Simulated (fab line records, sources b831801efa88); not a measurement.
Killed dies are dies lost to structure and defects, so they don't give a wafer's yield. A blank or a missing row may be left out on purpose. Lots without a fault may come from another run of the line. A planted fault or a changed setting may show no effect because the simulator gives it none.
Which tool did it? | flow gf180mcu | 12 lots, 36 wafers sampled, at 2 steps of a route of 602

WHAT THE GAUGES READ, wafer by wafer
GF_V2_THK_MEAS_25: measures by xrf.
lot  | measured     | on            | V2_W_THK (nm)
L075 | day 20 16:02 | film_metro-04 | 347 352 349
L077 | day 21 15:41 | film_metro-04 | 352 352 347
L079 | day 22 04:45 | film_metro-04 | 343 344 347
L081 | day 22 23:07 | film_metro-04 | 348 344 348
L083 | day 23 14:57 | film_metro-03 | 340 344 344
L085 | day 24 10:41 | film_metro-03 | 354 348 362
L087 | day 25 03:24 | film_metro-04 | 347 348 349
L089 | day 26 00:07 | film_metro-04 | 348 353 346
L091 | day 26 09:22 | film_metro-02 | 347 345 349
L093 | day 26 20:02 | film_metro-03 | 351 351 349
L095 | day 27 12:43 | film_metro-03 | 341 347 341
L097 | day 27 23:35 | film_metro-04 | 353 343 345

WHICH TOOL RAN EACH LOT (tool, then ch and the chambers of the sampled wafers, then the start)
lot  | GF_V2_STRIP_18
L075 | plasma_asher-02 ch 0,1, day 20 15:10
L077 | plasma_asher-02 ch 0, day 21 14:47
L079 | plasma_asher-03 ch 0,1, day 22 03:52
L081 | plasma_asher-03 ch 0,1, day 22 22:14
L083 | plasma_asher-04 ch 0, day 23 14:02
L085 | plasma_asher-04 ch 0,1, day 24 09:43
L087 | plasma_asher-02 ch 0,1, day 25 02:31
L089 | plasma_asher-02 ch 0,1, day 25 23:13
L091 | plasma_asher-03 ch 0,1, day 26 08:30
L093 | plasma_asher-02 ch 0,1, day 26 19:09
L095 | plasma_asher-02 ch 1, day 27 11:50
L097 | plasma_asher-03 ch 0, day 27 22:41
- GF_V2_STRIP_18: strips in O2/N2.

THE ANSWER, worked out from the rows above alone
Rule: what is usual is taken from the lots themselves. Put in order of their means at a reading, lots are off if they are a third of the lots or fewer, leave a main group of 4 or more, and stand apart from it by a gap of 3 or more times the standard deviation of the main group's means; of several such gaps the widest counts. A main group whose means are all the same, to the digits that the tables above print for the reading, isn't used. A lot without any number at a reading at which 4 lots or more have one is off too. The other lots that the step has rows for count as sound.
No lot is off at any reading shown: from this, nothing can be told.

WHAT THE SIMULATOR HAD PUT IN
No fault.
